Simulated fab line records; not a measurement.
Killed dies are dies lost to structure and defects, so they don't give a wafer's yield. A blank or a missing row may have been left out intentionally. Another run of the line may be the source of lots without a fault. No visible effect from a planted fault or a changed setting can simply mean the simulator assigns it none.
Chamber matching || flow sky130 || 4 sister chambers for SKY_PAD_OPEN_ETCH_07 on rie-diel-03
The step etches the open film in CF4/O2, stops on AlCu, target depth 725 nm, time 161.1 s. 14 wafers are shown with their chamber, then 7 later ones without.

WAFERS PAIRED WITH THEIR CHAMBERS
{"wafer": "L186.2", "chamber": 1, "drypump-motor-current-A (A)": 6.4, "throttle-valve-pct (%)": 5.962, "oes-product-au (a.u.)": 0.973}
{"wafer": "L186.4", "chamber": 3, "drypump-motor-current-A (A)": 5.2, "throttle-valve-pct (%)": 5.964, "oes-product-au (a.u.)": 0.991}
{"wafer": "L186.5", "chamber": 2, "drypump-motor-current-A (A)": 6.0, "throttle-valve-pct (%)": 5.962, "oes-product-au (a.u.)": 0.988}
{"wafer": "L190.1", "chamber": 0, "drypump-motor-current-A (A)": 6.1, "throttle-valve-pct (%)": 5.958, "oes-product-au (a.u.)": 0.978}
{"wafer": "L190.5", "chamber": 1, "drypump-motor-current-A (A)": 6.4, "throttle-valve-pct (%)": 5.962, "oes-product-au (a.u.)": 0.982}
{"wafer": "L190.6", "chamber": 0, "drypump-motor-current-A (A)": 6.1, "throttle-valve-pct (%)": 5.968, "oes-product-au (a.u.)": 0.981}
{"wafer": "L198.1", "chamber": 0, "drypump-motor-current-A (A)": 6.1, "throttle-valve-pct (%)": 5.974, "oes-product-au (a.u.)": 0.981}
{"wafer": "L198.5", "chamber": 2, "drypump-motor-current-A (A)": 6.1, "throttle-valve-pct (%)": 5.960, "oes-product-au (a.u.)": 0.983}
{"wafer": "L198.6", "chamber": 1, "drypump-motor-current-A (A)": 6.4, "throttle-valve-pct (%)": 5.957, "oes-product-au (a.u.)": 0.983}
{"wafer": "L203.2", "chamber": 3, "drypump-motor-current-A (A)": 5.2, "throttle-valve-pct (%)": 5.965, "oes-product-au (a.u.)": 0.973}
{"wafer": "L203.4", "chamber": 1, "drypump-motor-current-A (A)": 6.4, "throttle-valve-pct (%)": 5.953, "oes-product-au (a.u.)": 0.982}
{"wafer": "L203.6", "chamber": 1, "drypump-motor-current-A (A)": 6.4, "throttle-valve-pct (%)": 5.943, "oes-product-au (a.u.)": 0.982}
{"wafer": "L204.1", "chamber": 0, "drypump-motor-current-A (A)": 6.1, "throttle-valve-pct (%)": 5.960, "oes-product-au (a.u.)": 0.980}
{"wafer": "L204.4", "chamber": 3, "drypump-motor-current-A (A)": 5.2, "throttle-valve-pct (%)": 5.969, "oes-product-au (a.u.)": 0.982}

SIGNATURES, as means of the wafers listed above
{"reading": "drypump-motor-current-A", "chamber 0": 6.100, "chamber 1": 6.400, "chamber 2": 6.050, "chamber 3": 5.200, "scatter within a chamber": 0.0224}
{"reading": "throttle-valve-pct", "chamber 0": 5.96500, "chamber 1": 5.95540, "chamber 2": 5.96100, "chamber 3": 5.96600, "scatter within a chamber": 0.00655}
{"reading": "oes-product-au", "chamber 0": 0.98000, "chamber 1": 0.98040, "chamber 2": 0.98550, "chamber 3": 0.98200, "scatter within a chamber": 0.005}
Rule: a wafer's distance from a chamber is the root of the sum, over the readings, of the square of ((its reading less the chamber's mean) divided by the reading's scatter). If the next closest chamber is less than 2 further off than the closest, the wafer can't be placed; otherwise it belongs to the closest. How the scatter is found: for the shown wafers, subtract from each reading the mean of its chamber, square and add these, divide the total by (wafers less chambers), then take the root.

WAFERS WHOSE CHAMBER IS MISSING
{"wafer": "L204.5", "drypump-motor-current-A (A)": 6.4, "throttle-valve-pct (%)": 5.988, "oes-product-au (a.u.)": 0.982}
{"wafer": "L206.2", "drypump-motor-current-A (A)": 5.2, "throttle-valve-pct (%)": 5.966, "oes-product-au (a.u.)": 0.978}
{"wafer": "L206.3", "drypump-motor-current-A (A)": 6.0, "throttle-valve-pct (%)": 5.975, "oes-product-au (a.u.)": 0.983}
{"wafer": "L206.5", "drypump-motor-current-A (A)": 6.1, "throttle-valve-pct (%)": 5.963, "oes-product-au (a.u.)": 0.980}
{"wafer": "L208.1", "drypump-motor-current-A (A)": 6.1, "throttle-valve-pct (%)": 5.980, "oes-product-au (a.u.)": 0.973}
{"wafer": "L208.4", "drypump-motor-current-A (A)": 6.4, "throttle-valve-pct (%)": 5.971, "oes-product-au (a.u.)": 0.985}
{"wafer": "L208.6", "drypump-motor-current-A (A)": 6.4, "throttle-valve-pct (%)": 5.974, "oes-product-au (a.u.)": 0.991}

WHICH CHAMBER EACH WENT THROUGH
{"wafer": "L204.5", "from the rows above": 1, "in truth": 1}
{"wafer": "L206.2", "from the rows above": 3, "in truth": 3}
{"wafer": "L206.3", "from the rows above": "can't be placed: 2 or 0", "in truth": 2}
{"wafer": "L206.5", "from the rows above": 0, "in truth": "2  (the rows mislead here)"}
{"wafer": "L208.1", "from the rows above": "can't be placed: 0 or 2", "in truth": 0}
{"wafer": "L208.4", "from the rows above": 1, "in truth": 1}
{"wafer": "L208.6", "from the rows above": 1, "in truth": 1}
Placed correctly: 4 of 7. These rows do not allow placing 2 (true chamber among the candidates in 2). 1 placed wrongly.
